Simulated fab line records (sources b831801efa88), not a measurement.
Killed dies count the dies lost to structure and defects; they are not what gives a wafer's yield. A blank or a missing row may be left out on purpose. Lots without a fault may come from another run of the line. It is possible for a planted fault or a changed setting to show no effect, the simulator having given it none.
Problem report in the 8D (eight disciplines) form, filled by code || flow sky130 || the parts of the form that need people (team, actions taken, sign-off) are left out

1. WHAT WENT WRONG
runLengthS at SKY_FIELD_ISO_WET_ETCH_18 reads a mean of 59 s on 6 wafers of 2 lots; wafers without a fault read 313 s with a standard deviation of 3.6. Relative to the usual mean, that is a shift of -71 standard deviations.
The step: etches Si3N4 in H3PO4, target depth 25 nm, time 286 s.
Seen first at day 5 10:55 on wetBench-01, wafer L976.1. The record has a number at this step for 18 wafers belonging to 6 lots. Rule for "out", or "out of limits": more than 4 standard deviations from the usual mean. Any other wafer with a number is counted as sound.

2. WHAT IT IS AND WHAT IT IS NOT
{"question": "which readings at this step", "is": "runLengthS", "is not": "-"}
{"question": "which lots", "is": "L976, L977", "is not": "L967, L971, L978, L983"}
{"question": "which wafers of those lots", "is": "all that have a number", "is not": "-"}
{"question": "read on which tools", "is": "wetBench-01", "is not": "wetBench-02, wetBench-03"}
{"question": "when", "is": "from day 5 10:55", "is not": "up to then (6 sound wafers); but 6 sound wafers of L978, L983 came after"}

3. SUSPECTS, AND WHAT RULES EACH OUT
Counting: a tool at a process step up to the reading stays a suspect if it ran every lot that is out and no sound lot after the first of them.
- rieDiel-02 at SKY_FIELD_ISO_ETCH_14 (etches BARC in N2/H2, stops on SiO2, time 45.9 s, target depth 60 nm): ruled out as a lasting fault. After its first lot that is out, L976 (day 5 10:38), sound lots L978 ran on it.
- rieDiel-02 at SKY_FIELD_ISO_ETCH_15 (etches the open film in CHF3/O2, stops on Si, target depth 180 nm, time 72 s): ruled out as a lasting fault. After its first lot that is out, L976 (day 5 10:41), sound lots L978 ran on it.
- plasmaAsher-04 at SKY_FIELD_ISO_STRIP_16 (strips in O2/N2): ruled out as a lasting fault. After its first lot that is out, L976 (day 5 10:44), sound lots L983 ran on it.
- rieSi-01 at SKY_FIELD_ISO_ETCH_17 (etches Si in HBr/Cl2/O2, target depth 342 nm, time 97.7 s): ruled out as a lasting fault. After its first lot that is out, L976 (day 5 10:50), sound lots L978 ran on it.
- wetBench-01 at SKY_FIELD_ISO_WET_ETCH_18 (etches Si3N4 in H3PO4, target depth 25 nm, time 286 s): kept. It ran every lot that is out, first L976 (day 5 10:55), and no sound lot after that; its last sound lot up to then is L971 (day 4 05:10). Out on those wafers are its own readings of runLengthS.
The count leaves wetBench-01 at SKY_FIELD_ISO_WET_ETCH_18.

4. THE CAUSE (what the simulator had put in)
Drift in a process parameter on wetBench-01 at SKY_FIELD_ISO_WET_ETCH_18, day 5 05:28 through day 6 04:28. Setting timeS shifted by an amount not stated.
Only this tool survived the counting.

5. SEQUENCE OF EFFECTS, ordered by route
Rows list readings where the struck wafers' mean (over those with a number) sits beyond 3 standard deviations from the usual. Only readings for which the record gives a usual standard deviation are gone through. hours: the time from each lot's start at the first step in this table that gives one to its start at this step, as a median over the lots. sigmas: the change in usual standard deviations.
{"hours": 0, "step": "SKY_FIELD_ISO_WET_ETCH_18", "reading": "runLengthS", "usual": "313 s", "on struck wafers": 59, "change": -254, "sigmas": -71}
Its process steps:
- SKY_FIELD_ISO_WET_ETCH_18: etches Si3N4 in H3PO4, target depth 25 nm, time 286 s.
Later steps that measure or inspect, where all struck wafers having a row at the step show a number for every such reading and not one has moved that far: SKY_FIELD_ISO_THK_MEAS_23, SKY_FIELD_ISO_THK_MEAS_25.

6. HOW IT WOULD HAVE BEEN CAUGHT EARLIER
The fault began at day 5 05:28; the first out-of-limits reading in this record came at day 5 10:55, 5 hours later.
